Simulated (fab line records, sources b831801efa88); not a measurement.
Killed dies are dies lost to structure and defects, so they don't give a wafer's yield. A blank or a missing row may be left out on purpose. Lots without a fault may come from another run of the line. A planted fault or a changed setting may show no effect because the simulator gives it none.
Which tool did it? | flow gf180mcu | 11 lots, 33 wafers sampled, at 3 steps of a route of 602

WHAT THE GAUGES READ, wafer by wafer
GF_V2_RS_MEAS_24: measures by four-point-probe.
lot  | measured     | on            | V2_W_RS (ohm/sq)
L412 | day 20 13:57 | film_metro-02 | 0.335 0.323 0.330
L413 | day 20 19:40 | film_metro-02 | 0.325 0.319 0.318
L414 | day 21 14:30 | film_metro-04 | 0.327 0.325 0.328
L418 | day 23 02:03 | film_metro-02 | 0.243 0.236 0.243
L419 | day 23 05:16 | film_metro-03 | 0.330 0.323 0.322
L421 | day 24 00:33 | film_metro-03 | 0.241 0.242 0.239
L430 | day 26 20:56 | film_metro-04 | 0.330 0.322 0.324
L431 | day 27 05:28 | film_metro-04 | 0.328 0.334 0.331
L432 | day 27 10:22 | film_metro-04 | 0.335 0.336 0.329
L433 | day 27 19:29 | film_metro-02 | 0.330 0.322 0.324
L434 | day 28 04:06 | film_metro-02 | 0.327 0.329 0.320

WHICH TOOL RAN EACH LOT (tool, then ch and the chambers of the sampled wafers, then the start)
lot  | GF_V2_ETCH_16                      | GF_V2_CVD_23
L412 | rie_diel-01 ch 1,3, day 20 12:58   | cvd_w-02 ch 0,1, day 20 13:50
L413 | rie_diel-01 ch 0,2,3, day 20 18:46 | cvd_w-02 ch 0,1, day 20 19:33
L414 | rie_diel-02 ch 1,3, day 21 13:35   | cvd_w-02 ch 0,1, day 21 14:23
L418 | rie_diel-02 ch 0,1,2, day 23 01:07 | cvd_w-02 ch 0,1, day 23 01:55
L419 | rie_diel-01 ch 1,2, day 23 04:20   | cvd_w-01 ch 0,1, day 23 05:08
L421 | rie_diel-04 ch 0,1,3, day 23 23:31 | cvd_w-02 ch 1, day 24 00:22
L430 | rie_diel-04 ch 0,1,3, day 26 20:01 | cvd_w-01 ch 0,1, day 26 20:49
L431 | rie_diel-04 ch 1,2, day 27 04:33   | cvd_w-01 ch 0,1, day 27 05:21
L432 | rie_diel-02 ch 0,1,3, day 27 09:28 | cvd_w-01 ch 0,1, day 27 10:14
L433 | rie_diel-01 ch 0,1,2, day 27 18:36 | cvd_w-02 ch 0,1, day 27 19:22
L434 | rie_diel-02 ch 2,3, day 28 03:08   | cvd_w-02 ch 0,1, day 28 03:58
- GF_V2_ETCH_16: etches BARC in N2/H2.
- GF_V2_CVD_23: deposits W, target thk 350 nm, time 104.94 s.

THE ANSWER, worked out from the rows above alone
Rule: what is usual is taken from the lots themselves. Put in order of their means at a reading, lots are off if they are a third of the lots or fewer, leave a main group of 4 or more, and stand apart from it by a gap of 3 or more times the standard deviation of the main group's means; of several such gaps the widest counts. A main group whose means are all the same, to the digits that the tables above print for the reading, isn't used. A lot without any number at a reading at which 4 lots or more have one is off too. The other lots that the step has rows for count as sound.
Off: L418, L421, at GF_V2_RS_MEAS_24 (V2_W_RS). The main group: mean 0.327 ohm/sq, standard deviation 0.0036.
A tool fits if, at a process step before that reading, it ran every lot that is off, and no sound lot after the first of them. The gauges at GF_V2_RS_MEAS_24 are tried like those tools. None of those tried fits.

WHAT THE SIMULATOR HAD PUT IN
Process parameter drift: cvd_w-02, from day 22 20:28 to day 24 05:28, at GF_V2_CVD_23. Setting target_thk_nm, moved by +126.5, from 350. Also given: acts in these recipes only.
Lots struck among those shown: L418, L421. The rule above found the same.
